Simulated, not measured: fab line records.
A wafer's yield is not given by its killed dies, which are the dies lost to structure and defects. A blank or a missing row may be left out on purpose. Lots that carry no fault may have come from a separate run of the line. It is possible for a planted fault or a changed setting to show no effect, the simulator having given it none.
Struck lot and sound lot, side by side :: flow sfq_line :: 13 steps out of a route of 325
Sound: these wafers, L710.1, L710.2, L710.3. Wafers L712.3, L712.5, L712.6 were the ones struck. The cause comes at the end.
At each step with rows: each side's tool, then ch and its chambers, then its first start. Under that, the readings that differ: sound wafers :: struck wafers :: difference of the means :: sigmas: that difference in standard deviations of wafers without a fault.
alike: a reading whose means differ by less than 2 such deviations, as well as words and numbers matching on both sides. not compared: withheld readings; readings where some wafer has no value; bounds like >300 that might hide an equal value; numbers whose values overlap and for which the record gives no deviation.
A row with sigmas, a row that says differs or no value, or rows on one side alone: a step with any of these is where the two part. Numbers that don't overlap but have no deviation are shown without sigmas and don't part them. Lack of a reading on every wafer of one side parts them only where that side has two or more wafers.

first, 1 step without rows for these wafers: SFQ_TRILAYER_JJ_TRILAYER_DEP_AL_OXIDATION_111 (oxidation time 600 s).
SFQ_TRILAYER_JJ_TRILAYER_DEP_SPUTTER_112: material Nb, target thk 170 nm, time 113.3 s.
  sound on pvd_sputter-04 at day 44 17:34; struck on pvd_sputter-03 at day 45 03:10
  alike: throttle_valve_pct
SFQ_JJ_RS_MEAS_929: measures by four-point-probe.
  sound on film_metro-01 at day 44 17:39; struck on film_metro-04 at day 45 03:17
  alike: JJ_NB_RS
then, 6 steps without rows for these wafers: SFQ_TRILAYER_JJ_CE_LITHO_COAT_119 (resist thk 62 nm); SFQ_TRILAYER_JJ_CE_LITHO_COAT_114 (resist thk 600 nm); SFQ_TRILAYER_JJ_CE_LITHO_SOFTBAKE_118; SFQ_TRILAYER_JJ_CE_LITHO_EXPOSE_115 (exposes mask J5, target cd 700 nm); SFQ_TRILAYER_JJ_CE_LITHO_PEB_117 (peb time 60 s); SFQ_TRILAYER_JJ_CE_LITHO_DEVELOP_116 (time 60 s).
-- the record jumps here: 5 days lie between the struck wafers' starts before and after --
SFQ_JJ_OVL_MEAS_931:
  sound on overlay-02 at day 49 21:40; struck on overlay-02 at day 50 14:36
  alike: J5_OVL
SFQ_TRILAYER_JJ_CE_METRO_MEASURE_117:
  sound on cd_sem-02 at day 49 21:42; struck on cd_sem-02 at day 50 15:01
  alike: cd_nm
SFQ_TRILAYER_JJ_CE_BARC_OPEN_RIE_150: chemistry O2, target BARC, target depth 240 nm, time 80 s.
  sound on rie_metal-01 ch 0,1, day 49 22:54; struck on rie_metal-01 ch 0,1, day 50 15:51
reading: bias_w (W)
sound: 79.91 79.93 79.85
struck: 92.35 92.69 91.96
difference: +12.44
sigmas: +44
  alike: drypump_motor_current_A, oes_product_au
  not compared: rf_hours_counter_h
SFQ_TRILAYER_JJ_CE_ETCH_RIE_118: chemistry SF6, target Nb, stops on Al2O3, time 97.7 s, target depth 170 nm.
  sound on rie_metal-01 ch 0,1, day 49 22:59; struck on rie_metal-01 ch 0,1, day 50 15:57
  alike: bias_w, drypump_motor_current_A, oes_product_au
  not compared: rf_hours_counter_h

== WHERE THEY PART ==
At SFQ_TRILAYER_JJ_CE_BARC_OPEN_RIE_150 and nowhere else, as far as this record goes. Later steps at which nothing parts them and some readings are alike: SFQ_TRILAYER_JJ_CE_ETCH_RIE_118.

WHY: the cause the simulator had injected
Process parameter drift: rie_metal-01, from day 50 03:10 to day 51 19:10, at SFQ_TRILAYER_JJ_CE_BARC_OPEN_RIE_150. Setting bias_w, moved by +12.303, from 80. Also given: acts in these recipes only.
